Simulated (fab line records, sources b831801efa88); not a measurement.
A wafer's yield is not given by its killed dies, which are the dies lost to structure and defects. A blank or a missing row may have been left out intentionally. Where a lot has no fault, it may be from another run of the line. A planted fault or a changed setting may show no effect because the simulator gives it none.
Tool commonality check :: flow gf180mcu :: Sampled: 13 lots, 39 wafers

## THE REASON FOR OPENING IT
At GF_LVPWELL_TW_MEAS_11 the reading LVPWELL_TW is flagged on 2 of 13 lots. Fault-free wafers read 559, with a standard deviation of 5.3.
Rule: a lot is flagged in two cases, either no wafer of it has a number, or all its wafers with numbers fall more than 4 standard deviations from that mean. The rest of the lots are taken to be sound.

lot: L941
measured: day 4 02:50
on: film-metro-03
LVPWELL_TW, wafer by wafer: 568 567 568
flag: 

lot: L942
measured: day 4 10:04
on: film-metro-01
LVPWELL_TW, wafer by wafer: 555 554 553
flag: 

lot: L943
measured: day 4 13:07
on: film-metro-04
LVPWELL_TW, wafer by wafer: 562 562 561
flag: 

lot: L945
measured: day 4 23:08
on: film-metro-01
LVPWELL_TW, wafer by wafer: 554 554 559
flag: 

lot: L947
measured: day 5 14:53
on: film-metro-03
LVPWELL_TW, wafer by wafer: 567 568 566
flag: 

lot: L948
measured: day 5 19:09
on: film-metro-04
LVPWELL_TW, wafer by wafer: 556 557 554
flag: 

lot: L949
measured: day 5 22:11
on: film-metro-01
LVPWELL_TW, wafer by wafer: 559 559 556
flag: 

lot: L950
measured: day 6 07:05
on: film-metro-03
LVPWELL_TW, wafer by wafer: 565 567 565
flag: 

lot: L951
measured: day 6 11:09
on: film-metro-04
LVPWELL_TW, wafer by wafer: 556 555 555
flag: 

lot: L952
measured: day 6 17:19
on: film-metro-04
LVPWELL_TW, wafer by wafer: 556 554 554
flag: 

lot: L954
measured: day 7 05:05
on: film-metro-04
LVPWELL_TW, wafer by wafer: 592 590 592
flag: FLAGGED

lot: L956
measured: day 7 17:05
on: film-metro-03
LVPWELL_TW, wafer by wafer: 586 589 589
flag: FLAGGED

lot: L963
measured: day 9 09:19
on: film-metro-01
LVPWELL_TW, wafer by wafer: 553 553 555
flag: 
The mean of the flagged lots' numbers is 590, +31 from the usual (+6 standard deviations).

## TOOL THAT RAN EACH LOT
Before the reading, the record contains 2 process steps out of a 602-step route. Cell contents, in order: the tool; ch with the chambers the sampled wafers went through; the start.
lot: L941
flag: 
GF_STI_CMP_25: cmp-02 ch 0,1,3, day 2 10:05
GF_LVPWELL_IMPLANT_09: implanter-01 ch 0, day 4 02:35

lot: L942
flag: 
GF_STI_CMP_25: cmp-02 ch 0,1, day 2 15:32
GF_LVPWELL_IMPLANT_09: implanter-02 ch 0, day 4 09:52

lot: L943
flag: 
GF_STI_CMP_25: cmp-02 ch 0,1,3, day 2 19:03
GF_LVPWELL_IMPLANT_09: implanter-04 ch 0, day 4 12:55

lot: L945
flag: 
GF_STI_CMP_25: cmp-01 ch 0,1,3, day 3 04:49
GF_LVPWELL_IMPLANT_09: implanter-02 ch 0, day 4 22:53

lot: L947
flag: 
GF_STI_CMP_25: cmp-02 ch 0,2,3, day 3 17:34
GF_LVPWELL_IMPLANT_09: implanter-04 ch 0, day 5 14:40

lot: L948
flag: 
GF_STI_CMP_25: cmp-02 ch 0,2,3, day 3 22:19
GF_LVPWELL_IMPLANT_09: implanter-04 ch 0, day 5 18:55

lot: L949
flag: 
GF_STI_CMP_25: cmp-01 ch 0,1,3, day 4 00:53
GF_LVPWELL_IMPLANT_09: implanter-04 ch 0, day 5 21:56

lot: L950
flag: 
GF_STI_CMP_25: cmp-01 ch 0,1,2, day 4 07:39
GF_LVPWELL_IMPLANT_09: implanter-04 ch 0, day 6 06:50

lot: L951
flag: 
GF_STI_CMP_25: cmp-01 ch 0,2,3, day 4 13:22
GF_LVPWELL_IMPLANT_09: implanter-02 ch 0, day 6 10:55

lot: L952
flag: 
GF_STI_CMP_25: cmp-01 ch 0,1,2, day 4 17:24
GF_LVPWELL_IMPLANT_09: implanter-02 ch 0, day 6 17:04

lot: L954
flag: FLAGGED
GF_STI_CMP_25: cmp-01 ch 0,2, day 5 04:07
GF_LVPWELL_IMPLANT_09: implanter-02 ch 0, day 7 04:50

lot: L956
flag: FLAGGED
GF_STI_CMP_25: cmp-01 ch 0,3, day 5 14:07
GF_LVPWELL_IMPLANT_09: implanter-02 ch 0, day 7 16:52

lot: L963
flag: 
GF_STI_CMP_25: cmp-01 ch 0,2,3, day 7 03:50
GF_LVPWELL_IMPLANT_09: implanter-01 ch 0, day 9 09:05
What the steps here do:
- GF_STI_CMP_25: polishes, stops on Si3N4, t overpolish 33 s, target thk 524.6 nm.
- GF_LVPWELL_IMPLANT_09
- GF_LVPWELL_TW_MEAS_11

## FLAGGED AGAINST TOTAL, ONE TOOL AT A TIME (gauges that did the reading follow at the end)
step: GF_STI_CMP_25
tool: cmp-01
lots run: 8
flagged: 2
share of the flagged lots: all
sound lots run after its first flagged lot: 1 (L963)

step: GF_STI_CMP_25
tool: cmp-02
lots run: 5
flagged: 0
share of the flagged lots: none
sound lots run after its first flagged lot: -

step: GF_LVPWELL_IMPLANT_09
tool: implanter-01
lots run: 2
flagged: 0
share of the flagged lots: none
sound lots run after its first flagged lot: -

step: GF_LVPWELL_IMPLANT_09
tool: implanter-02
lots run: 6
flagged: 2
share of the flagged lots: all
sound lots run after its first flagged lot: 0

step: GF_LVPWELL_IMPLANT_09
tool: implanter-04
lots run: 5
flagged: 0
share of the flagged lots: none
sound lots run after its first flagged lot: -

step: GF_LVPWELL_TW_MEAS_11
tool: film-metro-01
lots run: 4
flagged: 0
share of the flagged lots: none
sound lots run after its first flagged lot: -

step: GF_LVPWELL_TW_MEAS_11
tool: film-metro-03
lots run: 4
flagged: 1
share of the flagged lots: some
sound lots run after its first flagged lot: 0

step: GF_LVPWELL_TW_MEAS_11
tool: film-metro-04
lots run: 5
flagged: 1
share of the flagged lots: some
sound lots run after its first flagged lot: 0

## WHAT THE TABLE PERMITS
In 2 table rows, all flagged lots were run: cmp-01 (GF_STI_CMP_25), implanter-02 (GF_LVPWELL_IMPLANT_09).
- cmp-01 at GF_STI_CMP_25: 2 of its 8 lots flagged. Sound lots ran on it after the first flagged one (L963), which a lasting fault on the whole tool wouldn't allow.
- implanter-02 at GF_LVPWELL_IMPLANT_09: 2 of its 6 lots flagged. Last sound lot L952 at day 6 17:04, first flagged lot L954 at day 7 04:50; a fault beginning in between fits. Its own readings lie more than 4 standard deviations out on every wafer of the flagged lots: dose-ions-cm2, faraday-current-uA.
What remains is a single tool, implanter-02 at GF_LVPWELL_IMPLANT_09.

## WHAT THE SIMULATOR HAD PUT IN
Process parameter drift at GF_LVPWELL_IMPLANT_09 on implanter-02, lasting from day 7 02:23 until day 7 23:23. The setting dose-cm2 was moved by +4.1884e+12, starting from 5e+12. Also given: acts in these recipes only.
Struck lots among those shown: L954, L956. The rule given above showed the same thing.
